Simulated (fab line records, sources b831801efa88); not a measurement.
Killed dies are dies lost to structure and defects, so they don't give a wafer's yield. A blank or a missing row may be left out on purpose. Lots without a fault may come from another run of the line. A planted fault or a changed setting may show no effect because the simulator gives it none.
Split-lot experiment | flow sfq_line | 5 lots, 23 wafers read, on a route of 325 steps

THE SPLIT
At SFQ_TRILAYER_M6_LITHO_COAT_164 (resist thk 62 nm), the setting resist_thk_nm was moved away from the recipe's 62 nm on 7 of the 23 wafers read, by -4.9% to +3.5%. The other wafers ran this setting at the recipe's value.

The reading is taken at the split's own step.

THE READING
BARC_of_TRILAYER_M6_LITHO_COAT_164.thk_nm (the simulator's own value, which no gauge read), in nm, at SFQ_TRILAYER_M6_LITHO_COAT_164 (resist thk 62 nm). The file gives no usual value for it. The 16 wafers here that ran the recipe average 61.99 nm, standard deviation 0.24 nm.

wafer  | tool, chamber at the split | resist_thk_nm as run, nm | against the recipe | BARC_of_TRILAYER_M6_LITHO_COAT_164.thk_nm, nm | against lot-mates on the recipe
L074.3 | litho_track-04, 0          | 62                       | recipe             | 61.84                                         | -
L074.4 | litho_track-04, 0          | 62                       | recipe             | 61.64                                         | -
L074.5 | litho_track-04, 0          | 62                       | recipe             | 62                                            | -
L078.1 | litho_track-04, 0          | 63.18                    | +1.9%              | 62.99                                         | +1.27
L078.2 | litho_track-04, 0          | 62                       | recipe             | 61.74                                         | -
L078.4 | litho_track-04, 0          | 62                       | recipe             | 61.7                                          | -
L078.5 | litho_track-04, 0          | 63.18                    | +1.9%              | 63.08                                         | +1.36
L078.6 | litho_track-04, 0          | 63.18                    | +1.9%              | 62.92                                         | +1.20
L079.1 | litho_track-04, 0          | 64.17                    | +3.5%              | 64.25                                         | +2.28
L079.2 | litho_track-04, 0          | 62                       | recipe             | 61.95                                         | -
L079.3 | litho_track-04, 0          | 62                       | recipe             | 62.03                                         | -
L079.4 | litho_track-04, 0          | 64.17                    | +3.5%              | 64.21                                         | +2.24
L079.6 | litho_track-04, 0          | 62                       | recipe             | 61.92                                         | -
L083.1 | litho_track-04, 0          | 62                       | recipe             | 62.29                                         | -
L083.2 | litho_track-04, 0          | 62                       | recipe             | 62.45                                         | -
L083.4 | litho_track-04, 0          | 62                       | recipe             | 62.25                                         | -
L083.5 | litho_track-04, 0          | 62                       | recipe             | 62.31                                         | -
L083.6 | litho_track-04, 0          | 62                       | recipe             | 62.13                                         | -
L084.1 | litho_track-04, 0          | 58.99                    | -4.9%              | 58.95                                         | -2.92
L084.2 | litho_track-04, 0          | 62                       | recipe             | 61.71                                         | -
L084.3 | litho_track-04, 0          | 62                       | recipe             | 62.09                                         | -
L084.4 | litho_track-04, 0          | 62                       | recipe             | 61.81                                         | -
L084.5 | litho_track-04, 0          | 58.99                    | -4.9%              | 58.91                                         | -2.96

THE FIT
A straight line over all 23 wafers: BARC_of_TRILAYER_M6_LITHO_COAT_164.thk_nm changes by +0.621 nm for each +1% of resist_thk_nm; r = +0.98; the points scatter about the line by 0.22 nm.
The same after taking each lot's own level away (the mean of its wafers on the recipe; 23 wafers): +0.625 nm for each +1%; r = +1.00; scatter 0.11 nm.
On that fit, the largest move of resist_thk_nm shifts the reading by 3 nm.
The lots' own levels span 61.720 to 62.286 nm, that is 2.4 times the standard deviation above.
So the lot-to-lot level changes the slope little: the two slopes agree.
Check: with one of the wafers moved furthest among these (-4.9%) left out of the fit, the line predicts -3.06 nm for it against its lot-mates. It came out at -2.92 nm against them.

OTHER SPLITS ON THESE WAFERS
These wafers also went through other splits before the reading. Each is held against what the fit with the lots' levels taken away leaves over:
other split on the same wafers                 | wafers away from the commonest value | r with BARC_of_TRILAYER_M6_LITHO_COAT_164.thk_nm (lot level and that fit taken away)
SFQ_TRILAYER_M5_BARC_OPEN_METAL_ETCH_161 icp_w | 11                                   | -0.03
SFQ_TRILAYER_C5_LITHO_COAT_151 resist_thk_nm   | 7                                    | -0.15
SFQ_TRILAYER_C5_BARC_OPEN_VIA_ETCH_210 time_s  | 8                                    | +0.13

THE FILE'S OWN FIT
BARC_of_TRILAYER_M6_LITHO_COAT_164.thk_nm changes by +0.624 nm for each +1% of resist_thk_nm, r = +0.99.
